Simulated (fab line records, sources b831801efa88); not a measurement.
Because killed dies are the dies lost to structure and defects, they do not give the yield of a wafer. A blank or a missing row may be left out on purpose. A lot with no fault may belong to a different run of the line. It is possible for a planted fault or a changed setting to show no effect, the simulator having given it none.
One fault seen from 2 desks / flow gf180mcu / only its own numbers are on each desk; what lay behind them is given at the end

## DESK OF THE TOOL OWNER: implanter-04
For each lot that ran on this tool, the mean over its sampled wafers that have a number, from the tool's own readings at GF_VT_IMPLANT_IMPLANT_41. The brackets show how far a lot's mean lies from the usual mean; more than 4 standard deviations puts the lot out of limits, marked OUT.
Columns: A = end_station_pressure_torr at GF_VT_IMPLANT_IMPLANT_41, usual 5.04e-06 Torr; B = tilt_deg at GF_VT_IMPLANT_IMPLANT_41, usual 6.998 degrees
lot=L114; first seen here=day 7 12:18; A=5.29e-06; B=6.986
lot=L121; first seen here=day 9 18:34; A=4.98e-06; B=7.007
lot=L122; first seen here=day 9 22:30; A=5.19e-06; B=0.020 (-99 or more) OUT
lot=L125; first seen here=day 10 18:27; A=5.05e-06; B=-0.011 (-99 or more) OUT
This desk's verdict: out of limits on L122, L125, starting with L122 at day 9 22:30 (tilt_deg at GF_VT_IMPLANT_IMPLANT_41). Within limits: L114, L121.

## METROLOGY DESK
Means of the sampled wafers that have a number, per lot and without regard to the tool the lot ran on: this is what the gauges read. The brackets show how far a lot's mean lies from the usual mean; more than 4 standard deviations puts the lot out of limits, marked OUT.
Columns: A = VT_IMPLANT_4_TW at GF_VT_IMPLANT_TW_MEAS_43, usual 686.3; B = V1_W_RS at GF_V1_RS_MEAS_24, usual 0.327 ohm/sq
lot=L114; first seen here=day 7 12:33; A=688.3; B=0.321
lot=L115; first seen here=day 7 20:36; A=686.1; B=0.325
lot=L116; first seen here=day 8 02:48; A=687.1; B=0.322
lot=L121; first seen here=day 9 18:49; A=685.8; B=0.324
lot=L122; first seen here=day 9 22:45; A=611.9 (-29) OUT; B=0.329
lot=L125; first seen here=day 10 18:40; A=613.8 (-28) OUT; B=0.324
lot=L126; first seen here=day 10 22:18; A=689.1; B=0.326
lot=L131; first seen here=day 12 10:10; A=683.2; B=0.317
lot=L132; first seen here=day 12 21:46; A=685.4; B=0.332
lot=L133; first seen here=day 12 22:52; A=686.0; B=0.322
lot=L136; first seen here=day 13 19:40; A=684.4; B=0.324
lot=L135; first seen here=day 13 19:50; A=686.5; B=0.331
lot=L137; first seen here=day 14 02:54; A=689.6; B=0.328
This desk reports L122, L125 out of limits; the earliest was L122 at day 9 22:45 (VT_IMPLANT_4_TW at GF_VT_IMPLANT_TW_MEAS_43). Within limits: L114, L115, L116, L121, L126, L131, L132, L133, L136, L135, L137.

## ALL TOGETHER
The tool owner's desk had the chance to raise an alarm at day 9 22:30 on L122, L125.
Metrology desk: alarm possible at day 9 22:45 on L122, L125.
All the named lots went through GF_VT_IMPLANT_IMPLANT_41 on implanter-04.

## WHAT THE SIMULATOR HAD PUT IN
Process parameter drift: implanter-04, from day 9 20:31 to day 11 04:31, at GF_VT_IMPLANT_IMPLANT_41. The setting tilt_deg was moved by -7, starting from 7. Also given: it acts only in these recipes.
Lots struck among those shown: L122, L125.
Time in hours from fault onset to the first out-of-limits reading at each desk: tool owner's desk 2, metrology desk 2.
